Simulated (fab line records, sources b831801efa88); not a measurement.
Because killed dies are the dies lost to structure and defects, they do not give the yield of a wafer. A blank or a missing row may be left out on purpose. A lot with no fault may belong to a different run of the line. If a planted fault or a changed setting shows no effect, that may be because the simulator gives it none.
Which of the tools did it? / flow gf180mcu / 13 lots, 39 wafers sampled, at 4 steps of a route of 602

== WHAT THE GAUGES READ, wafer by wafer ==
GF_M1_CD_MEAS_14 targets a cd of 230 nm.
lot=L221; measured=day 16 21:32; on=cd-sem-02; cd-nm (nm)=231.5 232.1 232.4
lot=L222; measured=day 17 03:52; on=cd-sem-02; cd-nm (nm)=229.2 229.5 229.0
lot=L224; measured=day 18 08:19; on=cd-sem-01; cd-nm (nm)=231.4 231.0 230.7
lot=L226; measured=day 18 22:13; on=cd-sem-02; cd-nm (nm)=228.7 228.6 228.1
lot=L227; measured=day 19 09:39; on=cd-sem-01; cd-nm (nm)=231.9 231.9 231.4
lot=L231; measured=day 21 14:07; on=cd-sem-01; cd-nm (nm)=230.5 230.4 230.7
lot=L233; measured=day 21 20:48; on=cd-sem-01; cd-nm (nm)=228.5 229.1 230.1
lot=L232; measured=day 22 05:13; on=cd-sem-01; cd-nm (nm)=229.2 229.1 229.3
lot=L234; measured=day 22 13:46; on=cd-sem-02; cd-nm (nm)=228.8 230.0 229.9
lot=L237; measured=day 23 01:40; on=cd-sem-02; cd-nm (nm)=230.6 229.7 229.9
lot=L239; measured=day 23 18:46; on=cd-sem-01; cd-nm (nm)=229.5 230.0 230.9
lot=L240; measured=day 24 00:22; on=cd-sem-02; cd-nm (nm)=231.9 231.0 231.6
lot=L243; measured=day 25 02:02; on=cd-sem-01; cd-nm (nm)=232.9 231.7 231.0

GF_V2_BOW_MEAS_05.
lot=L221; measured=day 19 01:06; on=film-metro-04; V2_BOW (um)=106 113 104
lot=L222; measured=day 19 07:20; on=film-metro-03; V2_BOW (um)=110 108 109
lot=L224; measured=day 20 13:19; on=film-metro-03; V2_BOW (um)=97 94 91
lot=L226; measured=day 21 03:48; on=film-metro-01; V2_BOW (um)=83 113 99
lot=L227; measured=day 21 14:35; on=film-metro-04; V2_BOW (um)=91 104 103
lot=L231; measured=day 23 17:07; on=film-metro-03; V2_BOW (um)=91 101 108
lot=L233; measured=day 23 23:31; on=film-metro-01; V2_BOW (um)=101 109 90
lot=L232; measured=day 24 06:59; on=film-metro-04; V2_BOW (um)=90 85 101
lot=L234; measured=day 24 15:25; on=film-metro-04; V2_BOW (um)=113 114 105
lot=L237; measured=day 25 02:38; on=film-metro-01; V2_BOW (um)=87 100 103
lot=L239; measured=day 25 18:19; on=film-metro-01; V2_BOW (um)=100 90 90
lot=L240; measured=day 26 00:56; on=film-metro-03; V2_BOW (um)=104 89 104
lot=L243; measured=day 27 00:19; on=film-metro-04; V2_BOW (um)=92 98 102

== WHICH TOOL RAN EACH LOT (tool, then ch and the chambers of the sampled wafers, then the start) ==
lot=L221; GF_M1_STRIP_17=plasma-asher-04 ch 0,1, day 16 21:48; GF_M2_SPUTTER_04=pvd-sputter-01, day 17 23:37
lot=L222; GF_M1_STRIP_17=plasma-asher-03 ch 0,1, day 17 04:09; GF_M2_SPUTTER_04=pvd-sputter-01, day 18 05:23
lot=L224; GF_M1_STRIP_17=plasma-asher-03 ch 0,1, day 18 08:36; GF_M2_SPUTTER_04=pvd-sputter-03, day 19 11:40
lot=L226; GF_M1_STRIP_17=plasma-asher-03 ch 0,1, day 18 22:30; GF_M2_SPUTTER_04=pvd-sputter-03, day 20 01:58
lot=L227; GF_M1_STRIP_17=plasma-asher-04 ch 0,1, day 19 09:56; GF_M2_SPUTTER_04=pvd-sputter-03, day 20 13:12
lot=L231; GF_M1_STRIP_17=plasma-asher-03 ch 0,1, day 21 14:22; GF_M2_SPUTTER_04=pvd-sputter-03, day 22 16:57
lot=L233; GF_M1_STRIP_17=plasma-asher-01 ch 0,1, day 21 21:13; GF_M2_SPUTTER_04=pvd-sputter-02, day 22 23:19
lot=L232; GF_M1_STRIP_17=plasma-asher-01 ch 0,1, day 22 05:38; GF_M2_SPUTTER_04=pvd-sputter-02, day 23 07:57
lot=L234; GF_M1_STRIP_17=plasma-asher-01 ch 0,1, day 22 14:03; GF_M2_SPUTTER_04=pvd-sputter-03, day 23 15:26
lot=L237; GF_M1_STRIP_17=plasma-asher-01 ch 0,1, day 23 02:03; GF_M2_SPUTTER_04=pvd-sputter-01, day 24 03:08
lot=L239; GF_M1_STRIP_17=plasma-asher-04 ch 0,1, day 23 19:02; GF_M2_SPUTTER_04=pvd-sputter-02, day 24 19:59
lot=L240; GF_M1_STRIP_17=plasma-asher-04 ch 0,1, day 24 00:39; GF_M2_SPUTTER_04=pvd-sputter-03, day 25 01:44
lot=L243; GF_M1_STRIP_17=plasma-asher-04 ch 0,1, day 25 02:20; GF_M2_SPUTTER_04=pvd-sputter-03, day 26 02:46
- GF_M1_STRIP_17: strips in O2/N2.
- GF_M2_SPUTTER_04: material TiN, target thk 50 nm, time 41.7 s.

== WHAT THE TOOLS THEMSELVES READ (means of the sampled wafers that have a number; where no wafer has one, the mark that the record gives instead) ==
GF_M1_STRIP_17.
lot=L221; tool=plasma-asher-04; drypump-motor-current-A (A)=5.5; heater-power-w (W)=397; oes-product-au (a.u.)=0.537; strip-time-to-endpoint-s (s)=7.43
lot=L222; tool=plasma-asher-03; drypump-motor-current-A (A)=4.8; heater-power-w (W)=334; oes-product-au (a.u.)=0.540; strip-time-to-endpoint-s (s)=7.41
lot=L224; tool=plasma-asher-03; drypump-motor-current-A (A)=4.8; heater-power-w (W)=345; oes-product-au (a.u.)=0.535; strip-time-to-endpoint-s (s)=7.36
lot=L226; tool=plasma-asher-03; drypump-motor-current-A (A)=4.8; heater-power-w (W)=352; oes-product-au (a.u.)=0.539; strip-time-to-endpoint-s (s)=7.43
lot=L227; tool=plasma-asher-04; drypump-motor-current-A (A)=5.7; heater-power-w (W)=389; oes-product-au (a.u.)=0.543; strip-time-to-endpoint-s (s)=7.44
lot=L231; tool=plasma-asher-03; drypump-motor-current-A (A)=4.8; heater-power-w (W)=337; oes-product-au (a.u.)=0.539; strip-time-to-endpoint-s (s)=7.39
lot=L233; tool=plasma-asher-01; drypump-motor-current-A (A)=5.3; heater-power-w (W)=334; oes-product-au (a.u.)=0.544; strip-time-to-endpoint-s (s)=7.49
lot=L232; tool=plasma-asher-01; drypump-motor-current-A (A)=5.3; heater-power-w (W)=358; oes-product-au (a.u.)=0.542; strip-time-to-endpoint-s (s)=7.55
lot=L234; tool=plasma-asher-01; drypump-motor-current-A (A)=5.2; heater-power-w (W)=337; oes-product-au (a.u.)=0.538; strip-time-to-endpoint-s (s)=7.37
lot=L237; tool=plasma-asher-01; drypump-motor-current-A (A)=5.2; heater-power-w (W)=339; oes-product-au (a.u.)=0.544; strip-time-to-endpoint-s (s)=7.48
lot=L239; tool=plasma-asher-04; drypump-motor-current-A (A)=5.8; heater-power-w (W)=390; oes-product-au (a.u.)=0.533; strip-time-to-endpoint-s (s)=7.41
lot=L240; tool=plasma-asher-04; drypump-motor-current-A (A)=5.8; heater-power-w (W)=395; oes-product-au (a.u.)=0.533; strip-time-to-endpoint-s (s)=7.42
lot=L243; tool=plasma-asher-04; drypump-motor-current-A (A)=5.5; heater-power-w (W)=402; oes-product-au (a.u.)=0.533; strip-time-to-endpoint-s (s)=7.33

GF_M2_SPUTTER_04.
lot=L221; tool=pvd-sputter-01; cathode-dc-power-W (W)=6500.5; throttle-valve-pct (%)=29.6
lot=L222; tool=pvd-sputter-01; cathode-dc-power-W (W)=6500.0; throttle-valve-pct (%)=28.8
lot=L224; tool=pvd-sputter-03; cathode-dc-power-W (W)=6500.3; throttle-valve-pct (%)=29.5
lot=L226; tool=pvd-sputter-03; cathode-dc-power-W (W)=6499.4; throttle-valve-pct (%)=29.3
lot=L227; tool=pvd-sputter-03; cathode-dc-power-W (W)=6500.4; throttle-valve-pct (%)=29.3
lot=L231; tool=pvd-sputter-03; cathode-dc-power-W (W)=6500.3; throttle-valve-pct (%)=29.2
lot=L233; tool=pvd-sputter-02; cathode-dc-power-W (W)=6500.4; throttle-valve-pct (%)=29.4
lot=L232; tool=pvd-sputter-02; cathode-dc-power-W (W)=6498.8; throttle-valve-pct (%)=28.7
lot=L234; tool=pvd-sputter-03; cathode-dc-power-W (W)=6499.9; throttle-valve-pct (%)=29.3
lot=L237; tool=pvd-sputter-01; cathode-dc-power-W (W)=6499.9; throttle-valve-pct (%)=29.4
lot=L239; tool=pvd-sputter-02; cathode-dc-power-W (W)=6654.2; throttle-valve-pct (%)=29.3
lot=L240; tool=pvd-sputter-03; cathode-dc-power-W (W)=6500.1; throttle-valve-pct (%)=29.2
lot=L243; tool=pvd-sputter-03; cathode-dc-power-W (W)=6500.0; throttle-valve-pct (%)=29.1

== THE ANSWER, worked out from the rows above alone ==
Rule: what is usual is taken from the lots themselves. Put in order of their means at a reading, lots are off if they are a third of the lots or fewer, leave a main group of 4 or more, and stand apart from it by a gap of 3 or more times the standard deviation of the main group's means; of several such gaps the widest counts. Not used: any main group whose means are identical at the precision the tables above print for the reading. A lot without any number at a reading at which 4 lots or more have one is off too. The other lots that the step has rows for count as sound. First the gauges in route order, then the tools' own readings, where a lot's mean is used as printed above. At the first step where some lot is off, the reading lying furthest off is the one used; lots without a number count as furthest.
Off, at GF_M2_SPUTTER_04 on cathode-dc-power-W: L239. The main group has a mean of 6500.0 W with a standard deviation of 0.46.
If a tool, at that step or one of the process steps before it, ran each lot that is off and ran no sound lot following the first of them, it fits. One fits: GF_M2_SPUTTER_04 on pvd-sputter-02. A fault onset in the window from L232 (day 23 07:57, its last sound lot) to L239 (day 24 19:59, its first lot off) fits.
On the lots that are off, the tool's own readings at GF_M2_SPUTTER_04 differ by more than 5 times the standard deviation of the sound lots' means, which bears it out; cathode-dc-power-W reads 6654.2 W there versus 6500.0 W on the sound lots.

== WHAT THE SIMULATOR HAD INSERTED ==
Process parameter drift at GF_M2_SPUTTER_04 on pvd-sputter-02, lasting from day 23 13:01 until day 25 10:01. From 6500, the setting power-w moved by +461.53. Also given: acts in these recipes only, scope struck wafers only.
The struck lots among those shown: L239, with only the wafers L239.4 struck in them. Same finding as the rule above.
